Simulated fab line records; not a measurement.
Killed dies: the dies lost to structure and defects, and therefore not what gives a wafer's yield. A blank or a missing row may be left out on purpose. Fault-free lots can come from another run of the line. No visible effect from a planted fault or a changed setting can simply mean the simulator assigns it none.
fab line records | flow sky130
[record] lots = 11 wafers = 33 last_day = 50
route steps=708 shown LDD_HVP@287 SPACER@305 POLY_CUT@317 PAD_OPEN@708
lots that met no fault: taken from a fault-free run of the same line
start_h: the number of hours between the record's first day and the start of the first shown wafer of the lot | wait_h: hours since the lot's step before | " repeats the value in the row above | L1.1+2: one row covering several wafers at once | - no value present, or no start provided | * or withheld: withheld | < > ~ a bound
route shown NAME@n: NAME is a module with steps in the file, n the number in the route of the first one | usual: mean/standard deviation taken from wafers without a fault | same: alike in all rows | chamber/n: place in a boat | sites: readings site by site | _std_site: how widely they spread, as a standard deviation | _edge_site: mean of outer sites minus mean of inner sites | radius_mm: for every site, how far away it sits from the centre of the wafer | mask NAME#n: copy n | behind: the last tool/chamber to shape the wafer | hold: reason for holding the lot/hours on hold/outcome of the hold | device: which transistor (n, p or np) failed to switch | end of line: at the end of the route, the tests of the same wafers | for a step that has no rows: nothing shown but its recipe | killed: the dies lost at the first sort to structure and to defects; this is not the yield of the wafer | map: a wafer's dies, x killed, . not, _ none there
set.NAME: setting as actually run; set.NAME@STEP: the setting as run at that earlier step | model.NAME: the simulator's own value behind a step, which no gauge read
route steps across a sampled set of lots; one table per step, one row per wafer
services: a tool's chamber out of use, with start hour (start_h, from the record's first day; less than 0 if before it), hours out, and reason
[[steps]]
[step SKY_LDD_HVP_STRIP_09]
[recipe] chemistry = O2/N2 power_w = 1400 pressure_mtorr = 1500 platen_temp_c = withheld o2_flow_sccm = 3000 n2_flow_sccm = 300 overash_fraction = 0.5
[usual] drypump_motor_current_A = 5.7/0.4 n2_flow_sccm = 300.1/0.83 oes_product_au = 0.409/0.004 strip_time_to_endpoint_s = 4.134/0.015
// columns lot.wafer tool chamber start_h wait_h drypump_motor_current_A n2_flow_sccm oes_product_au rf_hours_counter_h strip_time_to_endpoint_s
L150.1 plasma_asher-03 0 530.54 0.1 5.6 300.5 0.415 9 4.113
L150.4 " 0 " " 5.6 299.7 0.407 - 4.098
L150.6 " 0 " " 5.6 300.6 0.410 - 4.135
L154.1 plasma_asher-02 1 548.34 0.1 5.1 301.7 0.405 70 4.138
L154.2 " 0 " " 5.7 299.5 0.404 70 4.151
L154.3 " 0 " " 5.7 301.1 0.411 - 4.141
L155.2 plasma_asher-04 1 559.57 0.1 6.4 298.5 0.406 44 4.118
L155.4 " 0 " " 6.0 299.6 0.409 - 4.133
L155.6 " 0 " " 5.9 299.9 0.414 - 4.145
L165.1 plasma_asher-02 0 624.02 0.1 5.7 301.1 0.412 78 4.144
L165.4 " 1 " " 5.1 300.0 0.410 - 4.160
L165.5 " 0 " " 5.7 300.6 0.413 - 4.150
L166.1 plasma_asher-04 0 628.65 0.1 6.0 301.8 0.408 51 4.131
L166.2 " 1 " " 6.3 299.4 0.405 51 4.130
L166.6 " 0 " " 5.9 301.5 0.409 - 4.121
L167.2 plasma_asher-04 1 639.77 0.1 6.3 300.0 0.413 52 4.129
L167.3 " 0 " " 5.9 300.1 0.404 - 4.116
L167.5 " 1 " " 6.3 301.8 0.409 - 4.146
L168.1 plasma_asher-03 1 652.65 0.1 5.7 299.9 0.405 21 4.126
L168.2 " 0 " " 5.6 300.5 0.411 21 4.151
L168.4 " 1 " " 5.7 300.7 0.406 - 4.152
L169.2 plasma_asher-04 1 658.07 0.1 6.4 300.2 0.415 54 4.141
L169.5 " 1 " " 6.3 301.0 0.408 - 4.141
L169.6 " 0 " " 5.9 300.4 0.413 - 4.160
L170.1 plasma_asher-02 1 669.09 0.1 5.1 299.4 0.417 82 4.116
L170.2 " 0 " " 5.7 300.3 0.408 82 4.144
L170.4 " 1 " " 5.1 299.7 0.407 - 4.147
L171.2 plasma_asher-04 1 683.19 0.1 6.3 299.6 0.403 56 4.148
L171.3 " 0 " " 6.0 301.6 0.411 - 4.134
L171.4 " 1 " " 6.3 299.1 0.409 - 4.136
L173.2 plasma_asher-02 1 685.39 0.1 5.1 301.4 0.403 84 4.138
L173.5 " 1 " " 5.1 300.7 0.403 - 4.153
L173.6 " 0 " " 5.7 300.4 0.405 - 4.127
[step SKY_SPACER_THK_MEAS_01]
[recipe] reads = Si3N4_of_SPACER_CVD_00
[usual] SPACER_CVD_00_THK = 43.0/0.41
// columns lot.wafer tool chamber start_h wait_h SPACER_CVD_00_THK[nm]
L150.1 film_metro-01 - 563.92 0.0 43.4
L150.4 " - " " 43.4
L150.6 " - " " 43.3
L154.1 film_metro-04 - 579.84 0.0 42.6
L154.2 " - " " 42.4
L154.3 " - " " 42.8
L155.2 film_metro-01 - 590.45 0.0 42.2
L155.4 " - " " 43.0
L155.6 " - " " 43.0
L165.1 film_metro-04 - 655.82 0.0 43.6
L165.4 " - " " 43.6
L165.5 " - " " 43.5
L166.1 film_metro-02 - 660.48 0.0 42.9
L166.2 " - " " 43.2
L166.6 " - " " 43.0
L167.2 film_metro-04 - 670.71 0.0 43.0
L167.3 " - " " 42.4
L167.5 " - " " 42.8
L168.1 film_metro-01 - 682.82 0.0 43.0
L168.2 " - " " 42.6
L168.4 " - " " 42.7
L169.2 film_metro-02 - 688.31 0.0 42.6
L169.5 " - " " 42.4
L169.6 " - " " 42.5
L170.1 film_metro-04 - 703.19 0.0 42.8
L170.2 " - " " 42.7
L170.4 " - " " 42.5
L171.2 film_metro-04 - 713.19 0.0 42.7
L171.3 " - " " 42.9
L171.4 " - " " 43.1
L173.2 film_metro-04 - 715.64 0.0 43.6
L173.5 " - " " 43.4
L173.6 " - " " 43.5
[step SKY_SPACER_ETCHBACK_02]
[recipe] chemistry = CH3F/O2 target = Si3N4 stop_on = SiO2 source_w = 400 bias_w = 80 pressure_mtorr = 25 ch3f_flow_sccm = 40 O2_flow_sccm = 30 time_s = 46.7 target_depth_a = 450
[usual] O2_flow_sccm = 30.00/0.09 bias_w = 80.02/0.27 drypump_motor_current_A = 5.8/0.39 oes_product_au = 0.853/0.0065 throttle_valve_pct = 10.563/0.0089
// columns lot.wafer tool chamber start_h wait_h O2_flow_sccm bias_w drypump_motor_current_A oes_product_au rf_hours_counter_h throttle_valve_pct
L150.1 rie_diel-03 3 563.98 0.1 29.97 79.96 6.1 0.855 0 10.567
L150.4 " 2 " " 29.98 80.12 5.5 0.853 2 10.572
L150.6 " 3 " " 30.00 79.99 6.1 0.866 - 10.562
L154.1 rie_diel-02 2 579.90 0.1 - - - - - -
L154.2 " 3 " " - - - - - -
L154.3 " 0 " " - - - - - -
L155.2 rie_diel-03 3 590.50 0.0 - - - - - -
L155.4 " 2 " " - - - - - -
L155.6 " 1 " " - - - - - -
L165.1 rie_diel-02 0 655.88 0.1 29.91 80.05 5.3 0.851 6 10.557
L165.4 " 2 " " 30.02 79.96 5.6 0.870 40 10.580
L165.5 " 1 " " 30.08 80.05 6.2 0.858 - 10.563
L166.1 rie_diel-02 2 660.54 0.1 30.26 80.10 5.5 0.854 40 10.557
L166.2 " 0 " " 29.92 79.59 5.3 0.847 6 10.557
L166.6 " 2 " " 30.12 79.95 5.5 0.853 - 10.548
L167.2 rie_diel-03 3 670.76 0.0 30.06 80.15 6.1 0.856 3 10.563
L167.3 " 1 " " 30.00 80.35 6.3 0.846 12 10.560
L167.5 " 2 " " 29.80 80.08 5.5 0.849 - 10.567
L168.1 rie_diel-02 0 682.88 0.1 29.95 79.90 5.3 0.860 6 10.564
L168.2 " 2 " " 29.96 80.28 5.5 0.851 40 10.577
L168.4 " 1 " " 29.99 80.32 6.2 0.857 1 10.550
L169.2 rie_diel-02 3 688.36 0.0 29.96 79.83 5.4 0.843 45 10.564
L169.5 " 2 " " 29.97 80.04 5.5 0.848 - 10.552
L169.6 " 1 " " 30.10 79.73 6.2 0.851 - 10.543
L170.1 rie_diel-04 2 703.25 0.1 30.00 80.06 6.2 0.850 19 10.565
L170.2 " 3 " " 30.03 80.02 5.4 0.845 8 10.567
L170.4 " 0 " " 29.91 79.92 6.1 0.855 3 10.561
L171.2 rie_diel-02 0 713.24 0.0 30.01 80.28 5.3 0.851 7 10.569
L171.3 " 1 " " 30.06 80.20 6.2 0.849 2 10.556
L171.4 " 0 " " 30.11 80.61 5.3 0.857 - 10.553
L173.2 rie_diel-03 0 715.69 0.0 29.94 80.14 6.5 0.862 19 10.548
L173.5 " 0 " " 29.93 80.22 6.5 0.860 - 10.573
L173.6 " 3 " " 29.99 79.48 6.1 0.853 - 10.570
[step SKY_POLY_CUT_ETCH_10]
[recipe] chemistry = N2/H2 target = BARC ion_energy_ev = 200 source_w = 500 bias_w = 100 pressure_mtorr = 30 n2_flow_sccm = 100 h2_flow_sccm = 200 stop_on = SiO2 time_s = 45.9 target_depth_a = 600
[usual] drypump_motor_current_A = 6.0/0.41 n2_flow_sccm = 100.00/0.29 oes_product_au = 0.856/0.0044 throttle_valve_pct = 13.226/0.0097
// columns lot.wafer tool chamber start_h wait_h drypump_motor_current_A n2_flow_sccm oes_product_au rf_hours_counter_h throttle_valve_pct
L150.1 rie_diel-03 2 593.30 0.0 5.5 99.86 0.854 3 13.233
L150.4 " 3 " " 6.2 100.69 0.854 1 13.233
L150.6 " 3 " " 6.1 100.71 0.856 - 13.222
L165.1 rie_diel-01 3 684.46 0.0 6.1 100.11 0.859 3 13.232
L165.4 " 0 " " 6.2 99.87 0.855 15 13.209
L165.5 " 1 " " 5.6 100.33 0.868 - 13.228
L166.1 rie_diel-03 2 689.19 0.0 5.5 99.61 0.854 5 13.233
L166.2 " 1 " " 6.3 99.63 0.861 12 13.218
L166.6 " 1 " " 6.3 99.85 0.859 - 13.229
L167.2 rie_diel-03 1 699.05 0.0 6.3 99.76 0.851 12 13.214
L167.3 " 3 " " 6.1 100.44 0.857 3 13.251
L167.5 " 0 " " 6.5 99.94 0.856 - 13.219
L168.1 rie_diel-03 0 710.95 0.0 6.5 100.04 0.855 19 13.246
L168.2 " 2 " " 5.5 99.77 0.855 6 13.230
L168.4 " 3 " " 6.2 100.27 0.856 4 13.236
L169.2 rie_diel-01 1 716.44 0.0 5.6 100.15 0.852 12 13.223
L169.5 " 1 " " 5.6 100.28 0.849 - 13.237
L169.6 " 2 " " 6.5 99.77 0.856 - 13.226
L170.1 rie_diel-03 3 730.21 0.0 6.1 99.69 0.856 4 13.234
L170.2 " 0 " " 6.5 100.05 0.859 19 13.225
L170.4 " 1 " " 6.3 100.38 0.858 13 13.231
L171.2 rie_diel-01 0 740.89 0.0 6.2 99.90 0.860 17 13.234
L171.3 " 1 " " 5.6 100.41 0.848 13 13.221
L171.4 " 3 " " 6.1 99.85 0.861 5 13.231
L173.2 rie_diel-02 2 743.29 0.0 5.6 100.09 0.855 41 13.242
L173.5 " 2 " " 5.6 99.53 0.861 - 13.235
L173.6 " 1 " " 6.2 99.87 0.858 - 13.244
[step SKY_PAD_OPEN_PROBE_99]
[usual] killed_at_M0_to_M3 = 44/6.6 killed_at_M4_up = 3.0/1.9 killed_at_contacts = 24/5.1 killed_at_front_end = 16/4.6 killed_at_other = 0.3/0.59 killed_dies = 88/9.5 killed_on_rim = 17/3.7 killed_open = 48/6.7 killed_short = 40/6.1
[same] gross_dies = 492 killed_at_back_side = 0
// columns lot.wafer tool chamber start_h wait_h hold killed_at_M0_to_M3 killed_at_M4_up killed_at_contacts killed_at_front_end killed_at_other killed_dies killed_on_rim killed_open killed_short
L150.1 prober-02 - 1102.47 0.1 - 42 5 25 19 0 91 24 57 34
L150.4 prober-02 - 1102.62 0.2 - 38 1 25 16 0 80 16 44 36
L150.6 prober-02 - 1102.72 0.2 - 46 3 19 13 0 81 17 41 40
L154.1 prober-01 - 1115.73 0.1 await_dispo/2.4h/scrap 47 0 19 426 0 492 96 49 33
L154.2 prober-01 - 1115.78 0.1 await_dispo/2.4h/scrap 45 2 25 420 0 492 96 51 41
L154.3 prober-01 - 1115.83 0.2 await_dispo/2.4h/scrap 62 7 28 395 0 492 96 56 49
L155.2 prober-02 - 1119.55 0.1 await_dispo/4.1h/scrap 51 4 26 411 0 492 96 62 42
L155.4 prober-02 - 1119.65 0.2 await_dispo/4.1h/scrap 39 4 31 418 0 492 96 63 47
L155.6 prober-02 - 1119.75 0.2 await_dispo/4.1h/scrap 49 5 25 413 0 492 96 49 49
L165.1 prober-02 - 1167.76 0.1 - 37 4 16 17 0 74 13 38 36
L165.4 prober-02 - 1167.91 0.2 - 54 6 15 18 0 93 22 51 41
L165.5 prober-02 - 1167.96 0.2 - 41 3 23 15 1 83 13 40 43
L166.1 prober-01 - 1171.22 0.1 - 36 6 24 19 0 85 18 43 42
L166.2 prober-01 - 1171.27 0.1 - 43 3 23 13 0 82 12 42 40
L166.6 prober-01 - 1171.47 0.2 - 44 3 44 13 0 104 20 63 41
L167.2 prober-01 - 1175.57 0.1 - 33 3 22 13 0 71 17 40 31
L167.3 prober-01 - 1175.62 0.2 - 44 2 16 26 0 88 22 47 41
L167.5 prober-01 - 1175.72 0.2 - 46 0 23 15 0 84 20 53 31
L168.1 prober-02 - 1180.67 0.1 - 43 3 20 22 1 89 19 46 42
L168.2 prober-02 - 1180.72 0.1 - 34 2 33 23 1 93 25 53 39
L168.4 prober-02 - 1180.82 0.2 - 45 7 26 20 3 101 25 55 44
L169.2 prober-02 - 1188.48 0.1 - 43 4 28 16 0 91 20 57 31
L169.5 prober-02 - 1188.63 0.2 - 45 2 28 9 0 84 22 43 41
L169.6 prober-02 - 1188.68 0.2 - 39 2 22 16 0 79 13 38 41
L170.1 prober-02 - 1194.18 0.1 - 48 5 30 18 0 101 17 53 47
L170.2 prober-02 - 1194.23 0.1 - 43 1 20 19 0 83 14 46 37
L170.4 prober-02 - 1194.33 0.2 - 52 4 24 16 0 96 18 54 42
L171.2 prober-02 - 1197.54 0.1 - 46 3 34 17 1 101 25 56 45
L171.3 prober-02 - 1197.59 0.2 - 38 3 35 24 0 100 24 47 52
L171.4 prober-02 - 1197.64 0.2 - 40 4 26 23 0 93 23 52 41
L173.2 prober-02 - 1201.69 0.1 - 42 0 29 16 0 87 14 39 48
L173.5 prober-02 - 1201.84 0.2 - 44 2 26 10 0 82 13 47 35
L173.6 prober-02 - 1201.89 0.2 - 38 3 17 11 1 70 13 37 33
// killed by level:class
L150.1 VIA2:geometric_particle:open=12 VIA1:geometric_particle:open=11 LI_CONTACT:geometric_particle:open=8 CONTACT:geometric_particle:open=7 FIELD_ISO:geometric_particle:open=6 METAL4:geometric_particle:short=5 FIELD_ISO:geometric_particle:short=4 CONTACT:geometric_particle:short=4
L150.4 LI_CONTACT:geometric_particle:open=9 VIA1:geometric_particle:open=8 VIA2:geometric_particle:open=7 VIA3:geometric_particle:open=7 FIELD_ISO:geometric_particle:short=6 CONTACT:geometric_particle:open=6 METAL1:geometric_particle:short=5 LOCAL_INTERCONNECT:geometric_particle:short=4
L150.6 VIA1:geometric_particle:open=11 CONTACT:geometric_particle:open=9 VIA1:geometric_particle:short=7 VIA2:geometric_particle:short=7 VIA3:geometric_particle:open=6 CONTACT:geometric_particle:short=5 METAL2:geometric_particle:short=5 POLY_GATE:geometric_particle:short=4
L154.1 SPACER:area_etchback=410 VIA1:geometric_particle:open=15 FIELD_ISO:geometric_particle:open=8 CONTACT:geometric_particle:open=7 VIA1:geometric_particle:short=6 METAL1:geometric_particle:short=6 VIA3:geometric_particle:open=5 LI_CONTACT:geometric_particle:open=4
L154.2 SPACER:area_etchback=400 CONTACT:geometric_particle:open=10 VIA2:geometric_particle:open=9 VIA1:geometric_particle:open=9 FIELD_ISO:geometric_particle:open=7 FIELD_ISO:geometric_particle:short=6 LI_CONTACT:geometric_particle:open=6 CONTACT:geometric_particle:short=5
L154.3 SPACER:area_etchback=387 CONTACT:geometric_particle:open=14 VIA1:geometric_particle:open=12 VIA3:geometric_particle:open=8 METAL2:geometric_particle:short=7 METAL1:geometric_particle:short=6 VIA3:geometric_particle:short=6 METAL4:geometric_particle:short=6
L155.2 SPACER:area_etchback=388 VIA1:geometric_particle:open=14 CONTACT:geometric_particle:open=13 VIA3:geometric_particle:open=8 POLY_GATE:geometric_particle:open=6 LI_CONTACT:geometric_particle:open=6 VIA2:geometric_particle:open=6 FIELD_ISO:geometric_particle:short=5
L155.4 SPACER:area_etchback=382 FIELD_ISO:geometric_particle:short=15 LI_CONTACT:geometric_particle:open=11 FIELD_ISO:geometric_particle:open=10 VIA3:geometric_particle:open=10 VIA1:geometric_particle:open=10 LOCAL_INTERCONNECT:geometric_particle:short=9 POLY_GATE:geometric_particle:short=7
L155.6 SPACER:area_etchback=394 VIA3:geometric_particle:open=13 VIA2:geometric_particle:open=10 FIELD_ISO:geometric_particle:short=7 CONTACT:geometric_particle:short=7 LOCAL_INTERCONNECT:geometric_particle:short=7 VIA1:geometric_particle:open=6 FIELD_ISO:geometric_particle:open=5
L165.1 VIA2:geometric_particle:open=7 CONTACT:geometric_particle:open=6 VIA1:geometric_particle:open=6 CONTACT:geometric_particle:short=5 POLY_GATE:geometric_particle:short=4 POLY_GATE:geometric_particle:open=4 VIA2:geometric_particle:short=4 FIELD_ISO:geometric_particle:short=3
L165.4 VIA1:geometric_particle:open=13 CONTACT:geometric_particle:open=7 METAL1:geometric_particle:short=7 METAL2:geometric_particle:short=7 VIA2:geometric_particle:open=7 VIA3:geometric_particle:open=6 FIELD_ISO:geometric_particle:open=5 POLY_GATE:geometric_particle:open=5
L165.5 CONTACT:geometric_particle:open=9 VIA1:geometric_particle:open=9 VIA2:geometric_particle:open=7 POLY_GATE:geometric_particle:short=6 CONTACT:geometric_particle:short=6 VIA1:geometric_particle:short=6 POLY_GATE:geometric_particle:open=5 METAL2:geometric_particle:short=5
L166.1 CONTACT:geometric_particle:open=11 VIA2:geometric_particle:open=9 POLY_GATE:geometric_particle:short=7 LI_CONTACT:geometric_particle:open=6 VIA2:geometric_particle:short=6 FIELD_ISO:geometric_particle:short=5 VIA1:geometric_particle:open=5 CONTACT:geometric_particle:short=4
L166.2 LI_CONTACT:geometric_particle:open=7 VIA1:geometric_particle:open=7 CONTACT:geometric_particle:open=6 METAL2:geometric_particle:short=6 VIA3:geometric_particle:open=6 METAL1:geometric_particle:short=5 METAL3:geometric_particle:short=5 FIELD_ISO:geometric_particle:open=4
L166.6 LI_CONTACT:geometric_particle:open=15 CONTACT:geometric_particle:short=12 CONTACT:geometric_particle:open=9 VIA2:geometric_particle:open=9 VIA3:geometric_particle:open=8 VIA3:geometric_particle:short=5 METAL1:geometric_particle:short=5 VIA1:geometric_particle:open=5
L167.2 VIA1:geometric_particle:open=11 CONTACT:geometric_particle:open=10 VIA2:geometric_particle:open=6 METAL1:geometric_particle:short=6 METAL2:geometric_particle:short=5 POLY_GATE:geometric_particle:short=4 CONTACT:geometric_particle:short=4 FIELD_ISO:geometric_particle:open=3
L167.3 CONTACT:geometric_particle:open=11 FIELD_ISO:geometric_particle:open=10 VIA1:geometric_particle:open=8 METAL1:geometric_particle:short=7 POLY_GATE:geometric_particle:open=7 VIA1:geometric_particle:short=7 METAL2:geometric_particle:short=6 FIELD_ISO:geometric_particle:short=5
L167.5 VIA1:geometric_particle:open=12 CONTACT:geometric_particle:open=8 VIA2:geometric_particle:open=8 LI_CONTACT:geometric_particle:open=7 VIA1:geometric_particle:short=5 FIELD_ISO:geometric_particle:open=4 FIELD_ISO:geometric_particle:short=4 METAL1:geometric_particle:short=4
L168.1 VIA2:geometric_particle:open=10 CONTACT:geometric_particle:open=9 POLY_GATE:geometric_particle:short=7 VIA1:geometric_particle:short=7 FIELD_ISO:geometric_particle:open=6 VIA1:geometric_particle:open=6 POLY_GATE:geometric_particle:open=5 LOCAL_INTERCONNECT:geometric_particle:short=5
L168.2 CONTACT:geometric_particle:open=14 VIA1:geometric_particle:open=7 FIELD_ISO:geometric_particle:open=6 LOCAL_INTERCONNECT:geometric_particle:short=6 VIA2:geometric_particle:open=6 FIELD_ISO:geometric_particle:short=5 LI_CONTACT:geometric_particle:open=5 VIA3:geometric_particle:open=5
L168.4 VIA2:geometric_particle:open=15 CONTACT:geometric_particle:open=12 FIELD_ISO:geometric_particle:short=7 VIA1:geometric_particle:open=7 LOCAL_INTERCONNECT:geometric_particle:short=6 METAL3:geometric_particle:short=5 CONTACT:geometric_particle:short=5 METAL1:geometric_particle:short=5
L169.2 LI_CONTACT:geometric_particle:open=15 VIA1:geometric_particle:open=13 CONTACT:geometric_particle:open=8 VIA2:geometric_particle:open=8 VIA1:geometric_particle:short=5 FIELD_ISO:geometric_particle:short=4 VIA2:geometric_particle:short=4 POLY_GATE:geometric_particle:open=3
L169.5 VIA1:geometric_particle:open=10 CONTACT:geometric_particle:short=9 VIA3:geometric_particle:short=8 CONTACT:geometric_particle:open=8 VIA3:geometric_particle:open=8 VIA1:geometric_particle:short=6 LI_CONTACT:geometric_particle:open=5 METAL2:geometric_particle:short=5
L169.6 VIA2:geometric_particle:open=9 METAL2:geometric_particle:short=5 POLY_GATE:geometric_particle:open=5 LI_CONTACT:geometric_particle:open=5 CONTACT:geometric_particle:open=5 VIA1:geometric_particle:open=5 VIA3:geometric_particle:open=5 LI_CONTACT:geometric_particle:short=4
L170.1 VIA1:geometric_particle:open=12 VIA2:geometric_particle:open=10 CONTACT:geometric_particle:open=8 METAL2:geometric_particle:short=8 LI_CONTACT:geometric_particle:open=7 VIA1:geometric_particle:short=6 CONTACT:geometric_particle:short=6 FIELD_ISO:geometric_particle:open=5
L170.2 VIA1:geometric_particle:open=9 CONTACT:geometric_particle:open=7 LI_CONTACT:geometric_particle:open=6 FIELD_ISO:geometric_particle:open=5 FIELD_ISO:geometric_particle:short=5 METAL1:geometric_particle:short=5 VIA2:geometric_particle:open=5 LOCAL_INTERCONNECT:geometric_particle:short=4
L170.4 VIA1:geometric_particle:open=12 LI_CONTACT:geometric_particle:open=10 VIA2:geometric_particle:short=7 POLY_GATE:geometric_particle:open=6 CONTACT:geometric_particle:open=6 VIA2:geometric_particle:open=6 METAL3:geometric_particle:short=6 FIELD_ISO:geometric_particle:open=5
L171.2 CONTACT:geometric_particle:open=16 CONTACT:geometric_particle:short=7 METAL1:geometric_particle:short=7 VIA1:geometric_particle:open=7 VIA2:geometric_particle:open=7 VIA1:geometric_particle:short=6 FIELD_ISO:geometric_particle:short=5 LI_CONTACT:geometric_particle:open=5
L171.3 CONTACT:geometric_particle:open=14 VIA1:geometric_particle:open=14 FIELD_ISO:geometric_particle:short=9 VIA1:geometric_particle:short=9 CONTACT:geometric_particle:short=8 LOCAL_INTERCONNECT:geometric_particle:short=6 POLY_GATE:geometric_particle:short=5 LI_CONTACT:geometric_particle:open=5
L171.4 CONTACT:geometric_particle:open=12 FIELD_ISO:geometric_particle:short=8 VIA1:geometric_particle:open=8 VIA3:geometric_particle:open=8 CONTACT:geometric_particle:short=7 FIELD_ISO:geometric_particle:open=6 METAL2:geometric_particle:short=6 LI_CONTACT:geometric_particle:open=4
L173.2 FIELD_ISO:geometric_particle:short=8 METAL1:geometric_particle:short=8 VIA1:geometric_particle:open=8 LI_CONTACT:geometric_particle:short=7 LOCAL_INTERCONNECT:geometric_particle:short=7 VIA2:geometric_particle:open=7 LI_CONTACT:geometric_particle:open=6 VIA3:geometric_particle:open=5
L173.5 VIA1:geometric_particle:open=11 VIA2:geometric_particle:open=7 LI_CONTACT:geometric_particle:open=7 CONTACT:geometric_particle:open=7 VIA1:geometric_particle:short=6 METAL1:geometric_particle:short=5 VIA3:geometric_particle:open=5 LOCAL_INTERCONNECT:geometric_particle:short=4
L173.6 VIA3:geometric_particle:open=9 VIA2:geometric_particle:open=6 CONTACT:geometric_particle:open=6 METAL2:geometric_particle:short=6 LI_CONTACT:geometric_particle:open=5 VIA1:geometric_particle:open=5 LI_CONTACT:geometric_particle:short=4 VIA1:geometric_particle:short=4
[[services]]
// columns tool chamber start_h hours kind
rie_diel-04 3 514.68 7.8 repair
rie_diel-03 3 519.31 - clean
rie_diel-03 3 519.31 19.2 scheduled_down
rie_diel-03 3 519.31 19.2 vent_cycle
rie_diel-01 - 550.36 0.6 repair
rie_diel-02 1 551.18 4.7 repair
plasma_asher-02 - 563.22 1.2 repair
plasma_asher-04 - 591.40 2.8 pm
rie_diel-03 0 598.86 1.2 repair
rie_diel-04 3 601.65 6.5 repair
plasma_asher-02 - 602.79 1.9 repair
rie_diel-02 - 624.93 2.8 pm
rie_diel-03 2 632.77 8.0 repair
rie_diel-03 0 651.62 6.7 repair
rie_diel-01 1 664.67 2.1 repair
rie_diel-03 0 670.35 4.7 repair
rie_diel-01 - 670.79 1.0 repair
rie_diel-02 0 694.46 4.0 repair
rie_diel-02 3 700.73 15.6 repair
plasma_asher-02 - 701.28 0.7 repair
rie_diel-04 0 717.68 1.9 repair
rie_diel-02 0 728.60 11.9 repair
rie_diel-04 0 731.75 2.0 repair
plasma_asher-02 - 740.03 28.1 pm
[[key]]
[first_sign] step = SKY_SPACER_ETCHBACK_02 reading = tool_record direction = missing
[effect] step = SKY_PAD_OPEN_PROBE_99 reading = killed_at_front_end direction = up sigmas = 86 usual = 16 struck = 414
[more_kills_born_at] SKY_SPACER_ETCHBACK_02@rie_diel-02 = 1196 SKY_SPACER_ETCHBACK_02@rie_diel-03 = 1160
met_at SKY_SPACER_ETCHBACK_02
struck_lots L154,L155
later_rows_left_out L154.1,L154.2,L154.3,L155.2,L155.4,L155.6
tester_left_out L154,L155
not_acting_at SKY_LDD_HVP_STRIP_09,SKY_SPACER_THK_MEAS_01,SKY_POLY_CUT_ETCH_10
onset_between 563.98 579.90
[fault] kind = skipped_step_whole tool = rie_diel-02,rie_diel-03 chamber = - onset_h = 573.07 steps = SKY_SPACER_ETCHBACK_02 scope = struck_lots_only
// tester_left_out: of these lots the tester's yield and bins aren't shown, on N5 and GAA mostly nor the transistor test; their killed dies are dies lost to structure and defects alone, not to doping, threshold or leakage, so they don't give the yield
// later_rows_left_out: the simulator's readings of these wafers behind a module that went badly wrong aren't trusted and aren't shown, but for the sort
